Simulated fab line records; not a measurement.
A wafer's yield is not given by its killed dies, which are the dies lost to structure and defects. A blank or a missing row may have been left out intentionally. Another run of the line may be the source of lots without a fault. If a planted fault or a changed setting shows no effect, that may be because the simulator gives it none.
What tool caused it? / flow gf180mcu / 39 wafers from 13 lots sampled at 4 of the route's 602 steps

WHAT THE GAUGES SHOWED, per wafer
GF_PSD_RS_MEAS_15: measurement is done with a four-point probe.
lot=L102; measured=day 14 04:58; on=filmMetro-04; PSD_RS (ohm/sq)=108.76 108.70 108.84
lot=L103; measured=day 14 10:26; on=filmMetro-03; PSD_RS (ohm/sq)=108.95 108.84 108.67
lot=L104; measured=day 14 19:16; on=filmMetro-03; PSD_RS (ohm/sq)=108.12 108.10 108.48
lot=L106; measured=day 15 11:31; on=filmMetro-03; PSD_RS (ohm/sq)=108.64 108.65 108.84
lot=L108; measured=day 16 04:47; on=filmMetro-03; PSD_RS (ohm/sq)=108.36 108.71 108.90
lot=L112; measured=day 18 02:00; on=filmMetro-04; PSD_RS (ohm/sq)=108.34 108.37 108.66
lot=L115; measured=day 18 23:25; on=filmMetro-02; PSD_RS (ohm/sq)=108.43 108.03 108.19
lot=L118; measured=day 19 22:53; on=filmMetro-02; PSD_RS (ohm/sq)=109.41 109.02 109.19
lot=L117; measured=day 20 03:16; on=filmMetro-02; PSD_RS (ohm/sq)=108.77 108.82 108.36
lot=L120; measured=day 20 12:18; on=filmMetro-04; PSD_RS (ohm/sq)=108.81 108.71 108.46
lot=L122; measured=day 21 04:31; on=filmMetro-04; PSD_RS (ohm/sq)=108.51 108.37 108.26
lot=L123; measured=day 22 00:26; on=filmMetro-02; PSD_RS (ohm/sq)=108.63 108.71 109.10
lot=L125; measured=day 22 10:56; on=filmMetro-04; PSD_RS (ohm/sq)=108.60 108.82 108.69

GF_SALICIDE_RS_MEAS_04: measurement is done with a four-point probe.
lot=L102; measured=day 15 02:52; on=filmMetro-01; SALICIDE_TIN_RS (ohm/sq)=16.56 16.56 16.61
lot=L103; measured=day 15 06:45; on=filmMetro-04; SALICIDE_TIN_RS (ohm/sq)=16.68 16.77 16.81
lot=L104; measured=day 15 16:40; on=filmMetro-01; SALICIDE_TIN_RS (ohm/sq)=16.80 16.58 16.26
lot=L106; measured=day 16 09:50; on=filmMetro-02; SALICIDE_TIN_RS (ohm/sq)=16.42 16.44 16.16
lot=L108; measured=day 17 03:34; on=filmMetro-02; SALICIDE_TIN_RS (ohm/sq)=8.48 8.29 8.48
lot=L112; measured=day 19 01:43; on=filmMetro-02; SALICIDE_TIN_RS (ohm/sq)=8.41 8.46 8.51
lot=L115; measured=day 20 00:04; on=filmMetro-01; SALICIDE_TIN_RS (ohm/sq)=16.80 16.92 16.81
lot=L118; measured=day 20 23:19; on=filmMetro-04; SALICIDE_TIN_RS (ohm/sq)=16.71 16.88 16.74
lot=L117; measured=day 21 04:01; on=filmMetro-02; SALICIDE_TIN_RS (ohm/sq)=16.04 16.45 16.50
lot=L120; measured=day 21 12:29; on=filmMetro-02; SALICIDE_TIN_RS (ohm/sq)=16.63 16.73 16.84
lot=L122; measured=day 22 04:06; on=filmMetro-02; SALICIDE_TIN_RS (ohm/sq)=16.53 16.74 16.88
lot=L123; measured=day 23 00:20; on=filmMetro-01; SALICIDE_TIN_RS (ohm/sq)=16.68 16.59 16.39
lot=L125; measured=day 23 10:05; on=filmMetro-01; SALICIDE_TIN_RS (ohm/sq)=16.76 16.16 16.62

GF_CONTACT_BOW_MEAS_05.
lot=L102; measured=day 15 03:52; on=filmMetro-03; CONTACT_BOW (um)=74 62 60
lot=L103; measured=day 15 07:46; on=filmMetro-04; CONTACT_BOW (um)=53 67 61
lot=L104; measured=day 15 17:40; on=filmMetro-03; CONTACT_BOW (um)=62 60 68
lot=L106; measured=day 16 10:50; on=filmMetro-01; CONTACT_BOW (um)=67 62 65
lot=L108; measured=day 17 04:41; on=filmMetro-04; CONTACT_BOW (um)=69 76 69
lot=L112; measured=day 19 02:57; on=filmMetro-03; CONTACT_BOW (um)=60 50 68
lot=L115; measured=day 20 01:07; on=filmMetro-04; CONTACT_BOW (um)=66 62 59
lot=L118; measured=day 21 00:43; on=filmMetro-03; CONTACT_BOW (um)=53 60 67
lot=L117; measured=day 21 05:01; on=filmMetro-03; CONTACT_BOW (um)=71 65 72
lot=L120; measured=day 21 13:31; on=filmMetro-01; CONTACT_BOW (um)=59 64 69
lot=L122; measured=day 22 05:07; on=filmMetro-04; CONTACT_BOW (um)=53 64 56
lot=L123; measured=day 23 01:20; on=filmMetro-04; CONTACT_BOW (um)=53 72 65
lot=L125; measured=day 23 11:05; on=filmMetro-04; CONTACT_BOW (um)=63 67 63

WHAT TOOL EACH LOT RAN ON (gives the tool, then ch and the chambers of the sampled wafers, and finally the start)
lot=L102; GF_SALICIDE_SPUTTER_02=pvdSputter-04, day 15 02:48
lot=L103; GF_SALICIDE_SPUTTER_02=pvdSputter-01, day 15 06:41
lot=L104; GF_SALICIDE_SPUTTER_02=pvdSputter-01, day 15 16:37
lot=L106; GF_SALICIDE_SPUTTER_02=pvdSputter-02, day 16 09:44
lot=L108; GF_SALICIDE_SPUTTER_02=pvdSputter-01, day 17 03:18
lot=L112; GF_SALICIDE_SPUTTER_02=pvdSputter-01, day 19 01:28
lot=L115; GF_SALICIDE_SPUTTER_02=pvdSputter-04, day 19 23:59
lot=L118; GF_SALICIDE_SPUTTER_02=pvdSputter-02, day 20 23:13
lot=L117; GF_SALICIDE_SPUTTER_02=pvdSputter-04, day 21 03:57
lot=L120; GF_SALICIDE_SPUTTER_02=pvdSputter-04, day 21 12:24
lot=L122; GF_SALICIDE_SPUTTER_02=pvdSputter-02, day 22 04:02
lot=L123; GF_SALICIDE_SPUTTER_02=pvdSputter-01, day 23 00:16
lot=L125; GF_SALICIDE_SPUTTER_02=pvdSputter-04, day 23 09:59
- GF_SALICIDE_SPUTTER_02: material Co, target thk 10 nm, time 20 s.

AS READ BY THE TOOLS THEMSELVES (means over the sampled wafers that have a number; for cases with no such wafer, the mark the record gives instead)
GF_SALICIDE_SPUTTER_02.
lot=L102; tool=pvdSputter-04; cathodeDcPowerW (W)=1000.23; throttleValvePct (%)=30.0
lot=L103; tool=pvdSputter-01; cathodeDcPowerW (W)=1000.11; throttleValvePct (%)=29.5
lot=L104; tool=pvdSputter-01; cathodeDcPowerW (W)=999.98; throttleValvePct (%)=29.7
lot=L106; tool=pvdSputter-02; cathodeDcPowerW (W)=1000.04; throttleValvePct (%)=29.7
lot=L108; tool=pvdSputter-01; cathodeDcPowerW (W)=999.91; throttleValvePct (%)=28.7
lot=L112; tool=pvdSputter-01; cathodeDcPowerW (W)=1000.08; throttleValvePct (%)=28.3
lot=L115; tool=pvdSputter-04; cathodeDcPowerW (W)=999.90; throttleValvePct (%)=29.5
lot=L118; tool=pvdSputter-02; cathodeDcPowerW (W)=1000.02; throttleValvePct (%)=30.7
lot=L117; tool=pvdSputter-04; cathodeDcPowerW (W)=1000.15; throttleValvePct (%)=29.6
lot=L120; tool=pvdSputter-04; cathodeDcPowerW (W)=999.87; throttleValvePct (%)=29.5
lot=L122; tool=pvdSputter-02; cathodeDcPowerW (W)=999.86; throttleValvePct (%)=31.1
lot=L123; tool=pvdSputter-01; cathodeDcPowerW (W)=999.95; throttleValvePct (%)=29.5
lot=L125; tool=pvdSputter-04; cathodeDcPowerW (W)=1000.13; throttleValvePct (%)=30.0

THE ANSWER, worked out from the rows above alone
Rule: the lots themselves supply what counts as usual. Put in order of their means at a reading, lots are off if they are a third of the lots or fewer, leave a main group of 4 or more, and stand apart from it by a gap of 3 or more times the standard deviation of the main group's means; of several such gaps the widest counts. A main group is skipped when, at the precision printed for the reading in the tables above, its means are all equal. Also off: a lot with no number at a reading for which 4 or more lots have one. All remaining lots with rows at the step are treated as sound. First the gauges in route order, then the tools' own readings, where a lot's mean is used as printed above. At the first step where some lot is off, the reading lying furthest off is the one used; lots without a number count as furthest.
Off: at GF_SALICIDE_RS_MEAS_04 (SALICIDE_TIN_RS), L108, L112. Mean 16.61 ohm/sq and standard deviation 0.16 in the main group.
A tool fits if, at a process step before that reading, it ran every lot that is off, and no sound lot after the first of them. Gauges at GF_SALICIDE_RS_MEAS_04: tried the same way as those tools. No candidate that was tried fits.

WHAT HAD BEEN PUT IN BY THE SIMULATOR
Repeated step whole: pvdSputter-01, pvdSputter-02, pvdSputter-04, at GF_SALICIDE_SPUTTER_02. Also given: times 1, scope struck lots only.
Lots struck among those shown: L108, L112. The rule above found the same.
